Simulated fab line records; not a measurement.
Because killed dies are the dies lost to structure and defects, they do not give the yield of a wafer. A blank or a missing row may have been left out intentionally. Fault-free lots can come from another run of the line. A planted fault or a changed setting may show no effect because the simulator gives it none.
Comparing a struck lot with a sound one	flow sky130	21 steps out of a route of 708
Sound: the wafers L502.1, L502.5, L502.6. Wafers struck: L508.1, L508.3, L508.5. Last of all comes the cause.
Each step with rows lists, per side, the tool, then ch with its chambers, then its first start. Under that, the readings that differ: sound wafers	struck wafers	difference of the means	sigmas: that difference in standard deviations of wafers without a fault.
alike: words and numbers the same on both sides, and readings whose means are apart by under 2 such deviations; not compared: readings that were withheld, readings missing a value for some wafer, numbers with overlapping values and no deviation given by the record, and bounds like >300 which may hide the same value.
A row with sigmas, a row that says differs or no value, or rows on one side alone: a step with any of these is where the two part. Numbers that have no deviation but don't overlap get no sigmas and don't part them. A reading missing from all wafers of one side parts the sides only when that side holds two or more wafers.

first, 1 step without rows for these wafers: SKY_RES_XHIGH_IMPLANT_07.
SKY_RES_XHIGH_STRIP_08: strips in O2/N2.
  sound on plasma-asher-01 ch 0,1, day 29 21:07; struck on plasma-asher-01 ch 0,1, day 31 21:55
  alike: drypump-motor-current-A, o2-flow-sccm, oes-product-au, strip-time-to-endpoint-s
  not compared: rf-hours-counter-h
SKY_RES_XHIGH_TW_MEAS_09:
  sound: film-metro-01 at day 29 21:13; struck: film-metro-02 at day 31 22:01
reading	sound	struck	difference	sigmas
RES_XHIGH_TW	1619 1618 1613	1680 1681 1695	+69	+2
then, 7 steps without rows for these wafers: SKY_SD_N_DEHYDRATE_00 (time 60 s); SKY_SD_N_HMDS_01 (prime time 60 s); SKY_SD_N_COAT_02 (resist thk 1140 nm); SKY_SD_N_SOFTBAKE_03 (time 60 s); SKY_SD_N_EXPOSE_04 (exposes mask NSDM, target cd 380 nm); SKY_SD_N_PEB_05; SKY_SD_N_DEVELOP_06 (develop time 60 s).
SKY_SD_N_CD_MEAS_07: the cd target is 380 nm.
  sound: cd-sem-01 at day 31 01:31; struck: cd-sem-01 at day 33 00:37
  alike: cd-nm
SKY_SD_N_OVL_MEAS_08:
  sound: overlay-02 at day 31 01:38; struck: overlay-01 at day 33 00:44
  alike: SD_N_OVL
SKY_SD_N_IMPLANT_09:
  sound on implanter-01 ch 0, day 31 01:41; struck on implanter-01 ch 0, day 33 00:46
reading	sound	struck	difference	sigmas
beam-on-s (s)	20.4 20.0 20.9	28.6 28.7 28.3	+8.1	+9
dose-ions-cm2	4.006e+15 4.008e+15 4.005e+15	5.596e+15 5.597e+15 5.6e+15	+1.591e+15	+99 or more
following that, these wafers have no rows for 1 step: SKY_SD_N_IMPLANT_10.
SKY_SD_N_STRIP_11: strips in O2/N2.
  sound on plasma-asher-03 ch 0,1, day 31 01:59; struck on plasma-asher-02 ch 0,1, day 33 01:04
reading	sound	struck	difference	sigmas
oes-product-au (a.u.)	0.516 0.527 0.534	0.514 0.514 0.515	-0.011	-3
strip-time-to-endpoint-s (s)	22.54 22.52 22.51	23.51 23.47 23.48	+0.96	+25
  alike: drypump-motor-current-A, o2-flow-sccm
  not compared: rf-hours-counter-h
SKY_SD_N_TW_MEAS_12:
  sound: film-metro-02 at day 31 02:05; struck: film-metro-01 at day 33 01:10
  alike: SD_N_TW
then, 1 step without rows for these wafers: SKY_SD_N_CLEAN_13 (cleans in SC1/SC2, time 150 s).
SKY_SD_N_RTA_14: time 2 s.
  sound on rtp-anneal-02 ch 0, day 31 02:11; struck on rtp-anneal-02 ch 0, day 33 01:17
  alike: anneal-temp-c-max, lamp-power-pct, wafer_temp_C_max
SKY_SD_N_RS_MEAS_16: measures by four-point-probe.
  sound: film-metro-02 at day 31 02:22; struck: film-metro-03 at day 33 01:49
reading	sound	struck	difference	sigmas
SD_N_RS (ohm/sq)	68.57 68.54 68.73	66.06 66.01 66.01	-2.59	-20
  not compared: hold
SKY_SD_N_RS_MEAS_17: measures by four-point-probe.
  sound: film-metro-02 at day 31 02:29; struck: film-metro-03 at day 33 06:11
reading	sound	struck	difference	sigmas
hold	- - -	await-dispo/4.3h/release await-dispo/4.3h/release await-dispo/4.3h/release	no value on the sound wafers	
  alike: SD_P_RS
-- record jumps: 16 days separate the struck wafers' starts on either side; left off in module SD_N, taken up again in module PAD_OPEN, whose first shown step is the route's number 708 --
SKY_PAD_OPEN_PROBE_99:
  sound: prober-02 at day 47 20:31; struck: prober-02 at day 49 08:59
reading	sound	struck	difference	sigmas
model.etest.res-ndiff.line-ohm-um	742.1 732.7 751.4	690.5 710.4 694.4	-43.6	
model.etest.sonos-uncharged.r-on-ohm-um	829.6 831.6 821.5	779.5 792.5 774.8	-45.3	
model.etest.licon-ndiff.rc-ohm	190 187.7 181.5	164 160.2 158.9	-25	
model.etest.res-ndiff-hv.rs-ohm-sq	112.6 112.3 111.1	105.2 104.8 105.4	-6.9	
model.etest.res-ndiff.rs-ohm-sq	117.8 117.7 118.1	111 110.9 110.6	-7	
model.etest.sonos-programmed.off-log10-a-um	-13.87 -13.91 -13.88	-13.8 -13.72 -13.86	+0.1	
  alike: killed_at_M0_to_M3, killed_at_M4_up, killed-at-contacts, killed-at-front-end, killed-at-other, killed-dies, killed-open, killed-short

== WHERE THEY PART ==
First at SKY_RES_XHIGH_TW_MEAS_09; last, within this record, at SKY_SD_N_RS_MEAS_17. Later steps at which nothing parts them and some readings are alike: SKY_PAD_OPEN_PROBE_99.

WHY: what had been put in by the simulator
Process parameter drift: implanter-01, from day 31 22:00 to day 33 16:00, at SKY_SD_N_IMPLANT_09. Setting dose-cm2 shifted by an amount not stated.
